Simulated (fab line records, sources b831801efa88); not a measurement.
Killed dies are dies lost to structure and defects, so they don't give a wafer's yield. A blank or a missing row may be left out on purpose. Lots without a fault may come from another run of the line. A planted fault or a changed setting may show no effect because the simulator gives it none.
fab line records | flow gf180mcu
record lots=5 wafers=15 last_day=33
route steps=602 shown M2@374 V2@382 M3@409
lots that met no fault: from a run of the same line without faults
start_h: hours from the record's first day to the start of the lot's first wafer shown | wait_h: hours since the lot's step before | " the same as in the row above | L1.1+2: a row that stands for several wafers | - no value, or no start given | * or withheld: withheld | < > ~ a bound
route shown NAME@n: a module of which the file shows steps, and the number in the route of the first | usual: mean/standard deviation of fault-free wafers | same: alike in all rows | chamber/n: place in a boat | sites: the reading at each site | _std_site: their standard deviation | _edge_site: outer sites' mean less inner sites' | radius_mm: how far each site lies from the wafer's centre | mask NAME#n: copy n | behind: the tool/chamber that last shaped the wafer | hold: why the lot was held/for how many hours/how that ended | device: the transistor (n, p or np) that didn't switch | end of line: the same wafers' tests at the end of the route | a step without rows: its recipe alone | killed: dies lost to structure and defects at the first sort, not the wafer's yield | map: a wafer's dies, x killed, . not, _ none there
set.NAME: the setting as run; set.NAME@STEP: as run at that earlier step | model.NAME: the simulator's own value behind a step, which no gauge read
lots at some steps of the route; a table a step, a row a wafer
services: from which hour (start_h, from the record's first day; less than 0 if before it) a tool's chamber was out of use, for how many hours, and why
## steps
# step GF_M2_PEB_12
# recipe peb_temp_c=135 peb_time_s=90 resist=KrF
# columns lot.wafer tool chamber start_h wait_h
L075.1+2+6 litho_track-02 0 - -
L077.2+4+5 litho_track-03 0 - -
L085.3+5+6 litho_track-02 0 - -
L090.1+3+6 litho_track-03 0 - -
L093.3+4+6 litho_track-02 0 - -
# step GF_M2_DEVELOP_13
# recipe develop_time_s=60 dev_temp_c=21
# columns lot.wafer tool chamber start_h wait_h
L075.1+2+6 litho_track-02 0 451.85 0.2
L077.2+4+5 litho_track-03 0 470.03 0.2
L085.3+5+6 litho_track-02 0 536.50 0.1
L090.1+3+6 litho_track-03 0 578.75 0.2
L093.3+4+6 litho_track-02 0 600.55 0.1
# step GF_M2_CD_MEAS_14
# recipe target_cd_nm=280
# usual cd_nm=279.7/1.1
# columns lot.wafer tool chamber start_h wait_h cd_nm
L075.1 cd_sem-02 - 452.00 0.1 279.0
L075.2 " - " " 279.3
L075.6 " - " " 279.0
L077.2 cd_sem-01 - 470.17 0.1 278.3
L077.4 " - " " 278.7
L077.5 " - " " 278.9
L085.3 cd_sem-01 - 536.64 0.1 281.3
L085.5 " - " " 280.6
L085.6 " - " " 279.5
L090.1 cd_sem-02 - 578.90 0.1 278.1
L090.3 " - " " 277.6
L090.6 " - " " 278.6
L093.3 cd_sem-01 - 600.69 0.1 280.9
L093.4 " - " " 282.0
L093.6 " - " " 281.3
# step GF_M2_OVL_MEAS_15
# usual M2_OVL=1/5.9
# columns lot.wafer tool chamber start_h wait_h M2_OVL[nm]
L075.1 overlay-02 - 452.12 0.1 -5
L075.2 " - " " -2
L075.6 " - " " -8
L077.2 overlay-01 - 470.28 0.1 -4
L077.4 " - " " -2
L077.5 " - " " -5
L085.3 overlay-01 - 536.73 0.1 -10
L085.5 " - " " 10
L085.6 " - " " 3
L090.1 overlay-01 - 579.02 0.1 10
L090.3 " - " " 11
L090.6 " - " " 12
L093.3 overlay-02 - 600.78 0.1 0
L093.4 " - " " 1
L093.6 " - " " -1
# step GF_M2_METAL_ETCH_16
# recipe chemistry=Cl2/BCl3 mask_material=KrF target_depth_nm=750.8 stop_on=SiO2 pressure_mtorr=8 icp_w=800 bias_w=140 Cl2_flow_sccm=80 bcl3_flow_sccm=40 time_s=125.1
# usual drypump_motor_current_A=5.49/0.26 oes_product_au=0.992/0.0054 rf_fwd_power_W=796.8/2.2 throttle_valve_pct=28.227/0.0091
# columns lot.wafer tool chamber start_h wait_h drypump_motor_current_A oes_product_au rf_fwd_power_W rf_hours_counter_h throttle_valve_pct
L075.1 rie_metal-04 0 452.16 0.0 5.35 1.003 798.3 8 28.223
L075.2 " 1 " " 5.01 0.986 793.2 11 28.215
L075.6 " 0 " " 5.35 0.996 798.4 - 28.233
L077.2 rie_metal-03 0 470.35 0.1 5.52 0.994 798.0 - 28.245
L077.4 " 0 " " 5.52 0.992 796.3 - 28.214
L077.5 " 0 " " 5.55 0.996 792.6 - 28.226
L085.3 rie_metal-04 0 536.84 0.1 5.33 0.998 796.9 - 28.230
L085.5 " 0 " " 5.33 0.994 793.3 - 28.232
L085.6 " 0 " " 5.33 0.999 795.8 - 28.227
L090.1 rie_metal-03 0 579.06 0.0 5.54 0.992 798.7 4 28.217
L090.3 " 0 " " 5.51 0.990 798.0 - 28.227
L090.6 " 0 " " 5.50 0.985 797.8 - 28.225
L093.3 rie_metal-04 1 600.85 0.1 5.02 0.991 798.7 - 28.223
L093.4 " 0 " " 5.35 1.000 795.8 - 28.212
L093.6 " 1 " " 4.96 0.989 793.0 - 28.230
# step GF_M2_STRIP_17
# recipe chemistry=O2/N2 power_w=1400 pressure_mtorr=1500 platen_temp_c=250 o2_flow_sccm=3000 n2_flow_sccm=300 overash_fraction=0.5
# usual drypump_motor_current_A=5.9/0.31 heater_power_w=315/20 o2_flow_sccm=3002/8.8 oes_product_au=0.535/0.0056 strip_time_to_endpoint_s=7.34/0.068
# same overash_fraction=0.5
# columns lot.wafer tool chamber start_h wait_h drypump_motor_current_A heater_power_w o2_flow_sccm oes_product_au rf_hours_counter_h strip_time_to_endpoint_s
L075.1 plasma_asher-04 1 452.28 0.1 5.5 282 2985 0.531 2 7.25
L075.2 " 0 " " 6.1 347 3004 0.549 2 7.37
L075.6 " 0 " " 6.1 343 3000 0.538 - 7.26
L077.2 plasma_asher-02 0 470.57 0.2 6.5 328 3016 0.538 69 7.38
L077.4 " 1 " " 5.7 313 3000 0.542 - 7.39
L077.5 " 0 " " 6.5 338 3007 0.538 - 7.38
L085.3 plasma_asher-04 0 537.05 0.2 6.0 345 3008 0.531 - 7.29
L085.5 " 0 " " 6.1 343 3002 0.524 - 7.26
L085.6 " 1 " " 5.5 278 3022 0.535 - 7.25
L090.1 plasma_asher-01 0 579.19 0.1 5.7 312 3003 0.533 89 7.34
L090.3 " 1 " " 6.1 310 3004 0.538 - 7.35
L090.6 " 1 " " 6.1 310 3005 0.537 - 7.39
L093.3 plasma_asher-04 0 600.97 0.1 6.1 351 2999 0.532 - 7.35
L093.4 " 1 " " 5.5 283 3002 0.535 - 7.23
L093.6 " 0 " " 6.0 343 2987 0.533 - 7.36
# step GF_M2_STRIP_18
# recipe chemistry=post_etch_residue_remover time_s=1200 temp_c=72.5
# columns lot.wafer tool chamber start_h wait_h
L075.1+2+6 wet_bench-01 0 452.38 0.1
L077.2+4+5 wet_bench-03 2 470.67 0.1
L085.3+5+6 wet_bench-01 1 537.11 0.0
L090.1+3+6 wet_bench-01 2 579.29 0.1
L093.3+4+6 wet_bench-02 2 601.03 0.0
# step GF_M2_CLEAN_19
# recipe chemistry=DIW dry=n2_spin
# columns lot.wafer tool chamber start_h wait_h
L075.1+2+6 wet_bench-03 0 452.83 0.0
L077.2+4+5 wet_bench-01 0 471.04 0.0
L085.3+5+6 wet_bench-02 3 537.49 0.0
L090.1+3+6 wet_bench-03 3 579.63 0.0
L093.3+4+6 wet_bench-02 1 601.37 0.0
# step GF_V2_CVD_00
# recipe material=SiO2 target_thk_nm=600 sigma_open_frac=0.3 temp_c=400 time_s=100 sih4_flow_sccm=60 pressure_mtorr=6
# columns lot.wafer tool chamber start_h wait_h
L075.1+2+6 hdpcvd-01 1,0,1 452.92 0.0
L077.2+4+5 hdpcvd-01 0,2,0 471.13 0.0
L085.3+5+6 hdpcvd-02 0,2,1 537.58 0.0
L090.1+3+6 hdpcvd-01 0,2,2 579.72 0.0
L093.3+4+6 hdpcvd-02 1,1,2 601.47 0.0
# step GF_V2_THK_MEAS_01
# recipe reads=SiO2_of_V2_CVD_00
# usual V2_CVD_00_THK=600/5.3
# columns lot.wafer tool chamber start_h wait_h V2_CVD_00_THK[nm]
L075.1 film_metro-04 - 452.99 0.0 606
L075.2 " - " " 600
L075.6 " - " " 601
L077.2 film_metro-02 - 471.22 0.0 600
L077.4 " - " " 597
L077.5 " - " " 604
L085.3 film_metro-02 - 537.67 0.1 591
L085.5 " - " " 597
L085.6 " - " " 596
L090.1 film_metro-02 - 579.79 0.0 613
L090.3 " - " " 598
L090.6 " - " " 602
L093.3 film_metro-01 - 601.56 0.1 589
L093.4 " - " " 594
L093.6 " - " " 604
# step GF_V2_CVD_02
# recipe material=SiO2 target_thk_nm=850 precursor=TEOS temp_c=400 time_s=94.851 rf_w=600
# usual heater_power_w=595/94 rf_fwd_power_W=596.4/2
# columns lot.wafer tool chamber start_h wait_h heater_power_w rf_fwd_power_W
L075.1 pecvd-04 0 453.05 0.1 665 597.4
L075.2 " 2 " " 526 597.1
L075.6 " 1 " " 595 596.5
L077.2 pecvd-04 1 471.27 0.0 598 598.6
L077.4 " 1 " " 478 599.7
L077.5 " 2 " " 590 597.1
L085.3 pecvd-03 2 537.71 0.0 650 596.0
L085.5 " 1 " " 494 598.6
L085.6 " 0 " " 391 594.0
L090.1 pecvd-04 2 579.85 0.1 515 599.5
L090.3 " 1 " " 608 595.0
L090.6 " 2 " " 561 597.7
L093.3 pecvd-03 2 601.63 0.1 634 594.7
L093.4 " 1 " " 609 595.0
L093.6 " 1 " " 495 598.2
# step GF_V2_THK_MEAS_03
# recipe reads=SiO2_of_V2_CVD_02
# usual V2_CVD_02_THK=852/10
# columns lot.wafer tool chamber start_h wait_h V2_CVD_02_THK[nm]
L075.1 film_metro-02 - 453.12 0.0 856
L075.2 " - " " 836
L075.6 " - " " 844
L077.2 film_metro-04 - 471.34 0.0 842
L077.4 " - " " 847
L077.5 " - " " 864
L085.3 film_metro-04 - 537.80 0.1 851
L085.5 " - " " 858
L085.6 " - " " 867
L090.1 film_metro-01 - 579.92 0.0 836
L090.3 " - " " 849
L090.6 " - " " 856
L093.3 film_metro-02 - 601.72 0.1 865
L093.4 " - " " 851
L093.6 " - " " 859
# step GF_V2_CMP_04
# recipe material=SiO2 down_force_psi=4 platen_rpm=60 pad_velocity_m_s=0.94248
# usual motor_current_A=12.6/1.2 time_to_endpoint_s=81/5.3
# columns lot.wafer tool chamber start_h wait_h motor_current_A time_to_endpoint_s
L075.1 cmp-01 0 453.28 0.1 11.1 80
L075.2 " 1 " " 12.9 77
L075.6 " 3 " " 12.0 78
L077.2 cmp-02 3 471.39 0.0 12.2 75
L077.4 " 2 " " 11.1 72
L077.5 " 0 " " 14.3 84
L085.3 cmp-02 3 537.99 0.2 12.2 82
L085.5 " 0 " " 14.3 83
L085.6 " 1 " " 11.9 83
L090.3 cmp-01 2 580.03 0.1 14.6 78
L090.1 " 3 " " 12.9 77
L090.6 " 2 " " 15.7 83
L093.3 cmp-02 3 601.81 0.1 12.1 88
L093.4 " 1 " " 11.3 84
L093.6 " 3 " " 12.4 85
# step GF_V2_BOW_MEAS_05
# recipe mode=bow
# usual V2_BOW=99/7.6
# columns lot.wafer tool chamber start_h wait_h V2_BOW[um]
L075.1 film_metro-01 - 453.48 0.1 93
L075.2 " - " " 90
L075.6 " - " " 93
L077.2 film_metro-04 - 471.71 0.3 95
L077.4 " - " " 89
L077.5 " - " " 90
L085.3 film_metro-04 - 538.18 0.1 103
L085.5 " - " " 94
L085.6 " - " " 96
L090.1 film_metro-01 - 580.28 0.1 111
L090.3 " - " " 114
L090.6 " - " " 104
L093.3 film_metro-04 - 602.10 0.2 101
L093.4 " - " " 88
L093.6 " - " " 103
# step GF_V2_DEHYDRATE_06
# recipe temp_c=200 time_s=60
# columns lot.wafer tool chamber start_h wait_h
L075.1+2+6 litho_track-03 0 464.65 11.2
L077.2+4+5 litho_track-03 0 483.13 11.4
L085.3+5+6 litho_track-03 0 549.20 11.0
L090.1+3+6 litho_track-02 0 590.75 10.4
L093.3+4+6 litho_track-01 0 611.76 9.6
# step GF_V2_HMDS_07
# recipe prime_time_s=60 prime_temp_c=120
# same prime_time_s=60
# columns lot.wafer tool chamber start_h wait_h
L075.1+2+6 litho_track-03 0 464.80 0.1
L077.2+4+5 litho_track-03 0 483.28 0.1
L085.3+5+6 litho_track-03 0 549.35 0.1
L090.1+3+6 litho_track-02 0 590.90 0.1
L093.3+4+6 litho_track-01 0 611.91 0.1
# step GF_V2_COAT_08
# recipe resist=BARC temp_c=withheld time_s=withheld spin_rpm=withheld resist_thk_nm=withheld
# columns lot.wafer tool chamber start_h wait_h
L075.1+2+6 litho_track-03 0 464.95 0.1
L077.2+4+5 litho_track-03 0 483.43 0.1
L085.3+5+6 litho_track-03 0 549.50 0.1
L090.1+3+6 litho_track-02 0 591.05 0.1
L093.3+4+6 litho_track-01 0 612.06 0.1
# step GF_V2_COAT_09
# recipe resist=KrF spin_rpm=withheld resist_thk_nm=1000
# columns lot.wafer tool chamber start_h wait_h
L075.1+2+6 litho_track-03 0 - -
L077.2+4+5 litho_track-03 0 - -
L085.3+5+6 litho_track-03 0 - -
L090.1+3+6 litho_track-02 0 - -
L093.3+4+6 litho_track-01 0 - -
# step GF_V2_SOFTBAKE_10
# recipe temp_c=130 time_s=60 resist=KrF
# columns lot.wafer tool chamber start_h wait_h
L075.1+2+6 litho_track-03 0 - -
L077.2+4+5 litho_track-03 0 - -
L085.3+5+6 litho_track-03 0 - -
L090.1+3+6 litho_track-02 0 - -
L093.3+4+6 litho_track-01 0 - -
# step GF_V2_EXPOSE_11
# recipe mask_id=Via2 target_cd_nm=260 na=0.68 source_shape=conventional sigma_outer=0.6 dose_mj=38
# usual exposure_dose_mJ_cm2=37.98/0.036
# columns lot.wafer tool chamber start_h wait_h mask exposure_dose_mJ_cm2
L075.1 krf_scanner-02 0 - - Via2#0 37.98
L075.2 " 0 " " Via2#0 37.96
L075.6 " 0 " " Via2#0 37.96
L077.2 krf_scanner-01 0 - - Via2#0 38.03
L077.4 " 0 " " Via2#0 37.95
L077.5 " 0 " " Via2#0 37.94
L085.3 krf_scanner-01 0 - - Via2#0 37.94
L085.5 " 0 " " Via2#0 37.98
L085.6 " 0 " " Via2#0 38.01
L090.1 krf_scanner-01 0 - - Via2#0 37.95
L090.3 " 0 " " Via2#0 37.97
L090.6 " 0 " " Via2#0 37.93
L093.3 krf_scanner-01 0 - - Via2#0 37.97
L093.4 " 0 " " Via2#0 38.06
L093.6 " 0 " " Via2#0 38.02
# step GF_V2_PEB_12
# recipe peb_temp_c=135 peb_time_s=90 resist=KrF
# columns lot.wafer tool chamber start_h wait_h
L075.1+2+6 litho_track-03 0 - -
L077.2+4+5 litho_track-02 0 - -
L085.3+5+6 litho_track-03 0 - -
L090.1+3+6 litho_track-01 0 - -
L093.3+4+6 litho_track-02 0 - -
# step GF_V2_DEVELOP_13
# recipe develop_time_s=60 resist=KrF dev_temp_c=21
# columns lot.wafer tool chamber start_h wait_h
L075.1+2+6 litho_track-03 0 477.80 0.2
L077.2+4+5 litho_track-02 0 495.57 0.2
L085.3+5+6 litho_track-03 0 560.90 0.1
L090.1+3+6 litho_track-01 0 601.76 0.2
L093.3+4+6 litho_track-02 0 622.65 0.1
# step GF_V2_CD_MEAS_14
# recipe target_cd_nm=260
# usual cd_nm=260.4/1.1
# columns lot.wafer tool chamber start_h wait_h cd_nm
L075.1 cd_sem-01 - 477.96 0.1 260.3
L075.2 " - " " 259.0
L075.6 " - " " 260.5
L077.2 cd_sem-02 - 495.72 0.1 260.6
L077.4 " - " " 261.3
L077.5 " - " " 260.4
L085.3 cd_sem-01 - 561.04 0.1 260.1
L085.5 " - " " 260.2
L085.6 " - " " 261.1
L090.1 cd_sem-02 - 601.91 0.1 260.9
L090.3 " - " " 261.4
L090.6 " - " " 259.5
L093.3 cd_sem-02 - 622.79 0.1 259.8
L093.4 " - " " 259.7
L093.6 " - " " 260.8
# step GF_V2_OVL_MEAS_15
# usual V2_OVL=-2/5.3
# columns lot.wafer tool chamber start_h wait_h V2_OVL[nm]
L075.1 overlay-01 - 478.08 0.1 6
L075.2 " - " " -6
L075.6 " - " " -3
L077.2 overlay-01 - 495.82 0.1 -2
L077.4 " - " " -4
L077.5 " - " " -11
L085.3 overlay-01 - 561.13 0.1 -1
L085.5 " - " " -1
L085.6 " - " " 6
L090.1 overlay-02 - 602.03 0.1 -2
L090.3 " - " " -7
L090.6 " - " " 1
L093.3 overlay-02 - 622.88 0.1 1
L093.4 " - " " -1
L093.6 " - " " 1
# step GF_V2_ETCH_16
# recipe chemistry=N2/H2 target_depth_a=withheld overetch_a=withheld time_s=withheld target=BARC ion_energy_ev=200 source_w=500 bias_w=100 pressure_mtorr=30 n2_flow_sccm=100 h2_flow_sccm=200
# usual drypump_motor_current_A=5.6/0.59 oes_product_au=0.854/0.0048 rf_fwd_power_W=494.3/2.2 throttle_valve_pct=13.225/0.0091
# columns lot.wafer tool chamber start_h wait_h drypump_motor_current_A oes_product_au rf_fwd_power_W throttle_valve_pct
L075.1 rie_diel-04 3 478.11 0.0 5.4 0.855 492.7 13.225
L075.2 " 0 " " 5.7 0.851 494.6 13.216
L075.6 " 2 " " 6.5 0.849 491.6 13.241
L077.2 rie_diel-04 3 495.85 0.0 5.4 0.852 493.5 13.230
L077.4 " 1 " " 6.2 0.850 497.4 13.213
L077.5 " 0 " " 5.6 0.851 497.1 13.235
L085.3 rie_diel-01 3 561.16 0.0 6.4 0.849 493.8 13.235
L085.5 " 0 " " 4.9 0.859 495.4 13.239
L085.6 " 3 " " 6.4 0.854 493.9 13.226
L090.1 rie_diel-01 3 602.07 0.0 6.4 0.859 491.2 13.217
L090.3 " 0 " " 4.9 0.840 495.0 13.214
L090.6 " 3 " " 6.4 0.852 491.4 13.228
L093.3 rie_diel-04 1 622.90 0.0 6.1 0.847 496.2 13.231
L093.4 " 3 " " 5.4 0.856 495.5 13.225
L093.6 " 1 " " 6.2 0.849 494.6 13.219
# step GF_V2_ETCH_17
# recipe chemistry=C4F8/O2/Ar mask_material=KrF target=SiO2 stop_on=TiN source_w=1500 bias_w=1200 pressure_mtorr=40 c4f8_flow_sccm=withheld O2_flow_sccm=6 Ar_flow_sccm=300 time_s=withheld target_depth_a=6300
# usual oes_product_au=0.856/0.0051 rf_fwd_power_W=1492/4.9
# columns lot.wafer tool chamber start_h wait_h oes_product_au rf_fwd_power_W
L075.1 rie_diel-04 3 - - 0.857 1486
L075.2 " 0 " " 0.845 1496
L075.6 " 2 " " 0.847 1493
L077.2 rie_diel-04 3 - - 0.864 1492
L077.4 " 1 " " 0.860 1496
L077.5 " 0 " " 0.858 1492
L085.3 rie_diel-01 3 - - 0.844 1491
L085.5 " 0 " " 0.862 1495
L085.6 " 3 " " 0.853 1495
L090.1 rie_diel-01 3 - - 0.851 1492
L090.3 " 0 " " 0.856 1487
L090.6 " 3 " " 0.862 1480
L093.3 rie_diel-04 1 - - 0.856 1499
L093.4 " 3 " " 0.857 1494
L093.6 " 1 " " 0.855 1495
# step GF_V2_STRIP_18
# recipe chemistry=O2/N2 power_w=1400 pressure_mtorr=1500 platen_temp_c=250 o2_flow_sccm=3000 n2_flow_sccm=300 overash_fraction=0.5
# usual drypump_motor_current_A=5.95/0.27 heater_power_w=309/16 o2_flow_sccm=3002/9.3 oes_product_au=0.592/0.0044
# same overash_fraction=0.5
# columns lot.wafer tool chamber start_h wait_h drypump_motor_current_A heater_power_w o2_flow_sccm oes_product_au rf_hours_counter_h
L075.1 plasma_asher-01 0 478.24 - 5.71 308 3000 0.599 78
L075.2 " 1 " " 6.14 317 2994 0.590 78
L075.6 " 0 " " 5.71 306 3005 0.599 -
L077.2 plasma_asher-01 0 495.98 - 5.70 317 3007 0.592 80
L077.4 " 0 " " 5.72 316 3005 0.589 -
L077.5 " 0 " " 5.70 312 2991 0.596 -
L085.3 plasma_asher-03 1 561.32 - 5.88 293 3002 0.598 -
L085.5 " 0 " " 5.84 279 2996 0.586 -
L085.6 " 1 " " 5.87 293 2996 0.589 -
L090.1 plasma_asher-01 1 602.20 - 6.12 305 3001 0.588 91
L090.3 " 0 " " 5.71 313 3006 0.590 -
L090.6 " 0 " " 5.70 309 3010 0.591 -
L093.3 plasma_asher-01 1 623.07 - 6.12 307 3003 0.598 -
L093.4 " 0 " " 5.70 310 3000 0.593 -
L093.6 " 1 " " 6.11 315 2998 0.592 -
# step GF_V2_STRIP_19
# recipe chemistry=post_etch_residue_remover time_s=1200 temp_c=72.5
# columns lot.wafer tool chamber start_h wait_h
L075.1+2+6 wet_bench-02 3 478.34 0.1
L077.2+4+5 wet_bench-01 0 496.08 0.1
L085.3+5+6 wet_bench-02 1 561.39 0.0
L090.1+3+6 wet_bench-02 1 602.30 0.1
L093.3+4+6 wet_bench-02 3 623.13 0.0
# step GF_V2_CLEAN_20
# recipe chemistry=DIW dry=n2_spin
# columns lot.wafer tool chamber start_h wait_h
L075.1+2+6 wet_bench-01 0 478.75 0.0
L077.2+4+5 wet_bench-02 3 496.43 0.0
L085.3+5+6 wet_bench-04 2 561.76 0.0
L090.1+3+6 wet_bench-01 0 602.64 0.0
L093.3+4+6 wet_bench-04 0 623.47 0.0
# step GF_V2_SPUTTER_21
# recipe material=Ti target_thk_nm=15 chamber_pressure_pa=5 power_w=2500 substrate_temp_c=200 time_s=80.02
# usual substrate_temp_c=199.99/0.16 throttle_valve_pct=30.0/1
# columns lot.wafer tool chamber start_h wait_h substrate_temp_c throttle_valve_pct
L075.1 pvd_sputter-01 - 478.84 0.0 199.94 29.7
L075.2 " - " " 200.07 30.3
L075.6 " - " " 199.81 30.7
L077.2 pvd_sputter-01 - 496.52 0.0 199.97 30.2
L077.4 " - " " 199.62 30.8
L077.5 " - " " 199.86 30.8
L085.3 pvd_sputter-01 - 561.85 0.0 200.06 30.8
L085.5 " - " " 200.15 29.4
L085.6 " - " " 200.01 30.7
L090.1 pvd_sputter-03 - 602.73 0.0 199.96 29.0
L090.3 " - " " 200.45 30.7
L090.6 " - " " 200.11 31.1
L093.3 pvd_sputter-03 - 623.57 0.0 200.07 30.5
L093.4 " - " " 199.83 30.7
L093.6 " - " " 199.93 30.9
# step GF_V2_SPUTTER_22
# recipe material=TiN target_thk_nm=10 chamber_pressure_pa=5 power_w=4000 time_s=40
# usual throttle_valve_pct=30.0/1
# columns lot.wafer tool chamber start_h wait_h throttle_valve_pct
L075.1 pvd_sputter-01 - 478.90 0.0 29.6
L075.2 " - " " 30.8
L075.6 " - " " 30.6
L077.2 pvd_sputter-01 - 496.58 0.0 30.6
L077.4 " - " " 30.6
L077.5 " - " " 30.7
L085.3 pvd_sputter-01 - 561.91 0.0 30.8
L085.5 " - " " 29.6
L085.6 " - " " 30.7
L090.1 pvd_sputter-03 - 602.79 0.0 29.1
L090.3 " - " " 30.7
L090.6 " - " " 30.7
L093.3 pvd_sputter-03 - 623.63 0.0 30.6
L093.4 " - " " 30.8
L093.6 " - " " 30.8
# step GF_V2_CVD_23
# recipe material=W target_thk_nm=350 time_s=104.94 temp_c=400 pressure_torr=40
# usual heater_power_w=861/95
# columns lot.wafer tool chamber start_h wait_h heater_power_w
L075.1 cvd_w-01 0 478.94 0.0 785
L075.2 " 1 " " 988
L075.6 " 0 " " 757
L077.2 cvd_w-01 1 496.62 0.0 994
L077.4 " 0 " " 763
L077.5 " 0 " " 759
L085.3 cvd_w-01 0 561.99 0.1 767
L085.5 " 0 " " 752
L085.6 " 1 " " 1012
L090.1 cvd_w-01 0 602.83 0.0 755
L090.3 " 1 " " 987
L090.6 " 1 " " 997
L093.3 cvd_w-02 1 623.70 0.1 880
L093.4 " 0 " " 804
L093.6 " 0 " " 807
# step GF_V2_RS_MEAS_24
# recipe thk_meas_gauge=four-point-probe reads=W_of_V2_CVD_23+TiN_of_V2_SPUTTER_22+Ti_of_V2_SPUTTER_21
# usual V2_W_RS=0.327/0.0038
# columns lot.wafer tool chamber start_h wait_h V2_W_RS[ohm/sq]
L075.1 film_metro-01 - 479.05 0.1 0.323
L075.2 " - " " 0.327
L075.6 " - " " 0.322
L077.2 film_metro-02 - 496.75 0.1 0.334
L077.4 " - " " 0.330
L077.5 " - " " 0.329
L085.3 film_metro-01 - 562.10 0.1 0.322
L085.5 " - " " 0.325
L085.6 " - " " 0.318
L090.1 film_metro-04 - 602.94 0.1 0.330
L090.3 " - " " 0.328
L090.6 " - " " 0.327
L093.3 film_metro-01 - 623.82 0.1 0.333
L093.4 " - " " 0.330
L093.6 " - " " 0.332
# step GF_V2_THK_MEAS_25
# recipe thk_meas_gauge=xrf reads=W_of_V2_CVD_23
# usual V2_W_THK=352/5.1
# columns lot.wafer tool chamber start_h wait_h V2_W_THK[nm]
L075.1 film_metro-01 - 479.17 0.1 351
L075.2 " - " " 346
L075.6 " - " " 353
L077.2 film_metro-02 - 496.86 0.1 350
L077.4 " - " " 354
L077.5 " - " " 355
L085.3 film_metro-01 - 562.20 0.1 358
L085.5 " - " " 351
L085.6 " - " " 360
L090.1 film_metro-04 - 603.06 0.1 346
L090.3 " - " " 345
L090.6 " - " " 350
L093.3 film_metro-01 - 623.92 0.1 344
L093.4 " - " " 344
L093.6 " - " " 343
# step GF_V2_CMP_26
# recipe stop_on=SiO2 down_force_psi=3.5 platen_rpm=60 t_overpolish_s=15 target_thk_nm=0 pad_velocity_m_s=0.94248
# usual motor_current_A=11.4/1.1 overpolish_run_s=15.000/0.0097 time_to_endpoint_s=86/3.8
# columns lot.wafer tool chamber start_h wait_h motor_current_A overpolish_run_s time_to_endpoint_s
L075.1 cmp-02 0 479.28 0.1 12.8 14.985 88
L075.2 " 2 " " 10.8 14.999 85
L075.6 " 3 " " 12.4 14.998 93
L077.2 cmp-01 1 496.96 0.1 11.5 14.986 81
L077.4 " 2 " " 12.5 14.993 79
L077.5 " 1 " " 11.1 14.977 84
L085.3 cmp-02 3 562.24 0.0 11.1 14.996 96
L085.5 " 3 " " 11.1 14.997 93
L085.6 " 0 " " 12.9 14.983 90
L090.3 cmp-01 3 603.17 0.1 10.7 15.003 86
L090.1 " 0 " " 10.7 14.987 84
L090.6 " 2 " " 13.4 15.020 82
L093.4 cmp-02 2 623.96 0.0 10.1 14.997 82
L093.3 " 1 " " 11.1 14.994 87
L093.6 " 2 " " 10.0 15.021 84
# step GF_M3_SPUTTER_00
# recipe material=Ti target_thk_nm=37.5 arriving_ion_energy_ev=80 substrate_temp_c=200 chamber_pressure_pa=2 power_w=4000 time_s=150
# usual substrate_temp_c=200.01/0.17 throttle_valve_pct=29.7/0.67
# columns lot.wafer tool chamber start_h wait_h substrate_temp_c throttle_valve_pct
L075.1 pvd_sputter-02 - 479.53 0.2 200.01 29.5
L075.2 " - " " 200.17 28.5
L075.6 " - " " 200.18 29.7
L077.2 pvd_sputter-02 - 497.21 0.2 200.13 29.4
L077.4 " - " " 199.97 29.8
L077.5 " - " " 200.31 29.8
L085.3 pvd_sputter-02 - 562.54 0.2 200.33 29.5
L085.5 " - " " 199.89 29.4
L085.6 " - " " 200.20 30.0
L090.1 pvd_sputter-01 - 603.42 0.1 200.09 30.4
L090.3 " - " " 199.93 30.6
L090.6 " - " " 200.06 29.5
L093.3 pvd_sputter-01 - 624.26 0.1 200.23 29.9
L093.4 " - " " 200.03 30.6
L093.6 " - " " 200.12 29.8
# step GF_M3_SPUTTER_01
# recipe material=TiN target_thk_nm=30 power_w=6500 time_s=25 chamber_pressure_pa=0.4
# usual throttle_valve_pct=29.7/0.7
# columns lot.wafer tool chamber start_h wait_h throttle_valve_pct
L075.1 pvd_sputter-02 - 479.63 0.1 29.5
L075.2 " - " " 28.6
L075.6 " - " " 29.6
L077.2 pvd_sputter-02 - 497.31 0.1 29.4
L077.4 " - " " 29.6
L077.5 " - " " 29.9
L085.3 pvd_sputter-02 - 562.64 0.1 29.4
L085.5 " - " " 29.4
L085.6 " - " " 30.0
L090.1 pvd_sputter-01 - 603.52 0.1 30.7
L090.3 " - " " 30.4
L090.6 " - " " 29.5
L093.3 pvd_sputter-01 - 624.36 0.1 29.7
L093.4 " - " " 30.8
L093.6 " - " " 29.8
# step GF_M3_SPUTTER_02
# recipe material=AlCu target_thk_nm=450 power_w=10600 time_s=23.9 chamber_pressure_pa=0.4
# usual throttle_valve_pct=29.7/0.67
# columns lot.wafer tool chamber start_h wait_h throttle_valve_pct
L075.1 pvd_sputter-02 - 479.66 0.0 29.5
L075.2 " - " " 29.0
L075.6 " - " " 29.5
L077.2 pvd_sputter-02 - 497.34 0.0 29.4
L077.4 " - " " 29.7
L077.5 " - " " 30.0
L085.3 pvd_sputter-02 - 562.68 0.0 29.5
L085.5 " - " " 29.2
L085.6 " - " " 29.9
L090.1 pvd_sputter-01 - 603.55 0.0 30.5
L090.3 " - " " 30.7
L090.6 " - " " 29.8
L093.3 pvd_sputter-01 - 624.39 0.0 29.8
L093.4 " - " " 30.5
L093.6 " - " " 29.7
## services
# columns tool chamber start_h hours kind
cmp-01 - 434.28 4.2 pm
krf_scanner-01 - 437.75 0.5 repair
rie_diel-01 3 437.83 4.2 repair
cmp-01 - 443.47 1.9 repair
pvd_sputter-03 - 444.27 2.1 repair
cmp-02 - 459.38 4.1 pm
krf_scanner-01 - 460.74 1.3 repair
cmp-02 - 479.53 5.5 pm
rie_diel-04 - 487.96 0.4 repair
pvd_sputter-01 - 488.02 1.3 repair
krf_scanner-01 - 489.05 1.3 pm
rie_diel-01 1 505.06 7.3 repair
krf_scanner-01 - 511.57 0.3 repair
krf_scanner-01 - 516.12 1.8 repair
pvd_sputter-03 - 534.35 1.0 repair
rie_diel-04 3 547.88 7.9 repair
wet_bench-02 - 570.98 27.2 pm
cmp-02 - 572.00 4.0 pm
krf_scanner-01 - 579.03 1.0 pm
wet_bench-01 - 589.59 4.4 pm
plasma_asher-01 - 593.71 4.0 pm
wet_bench-01 - 603.69 46.5 pm
pvd_sputter-01 - 605.51 0.9 repair
cmp-02 - 609.38 5.9 repair
## key
fault none
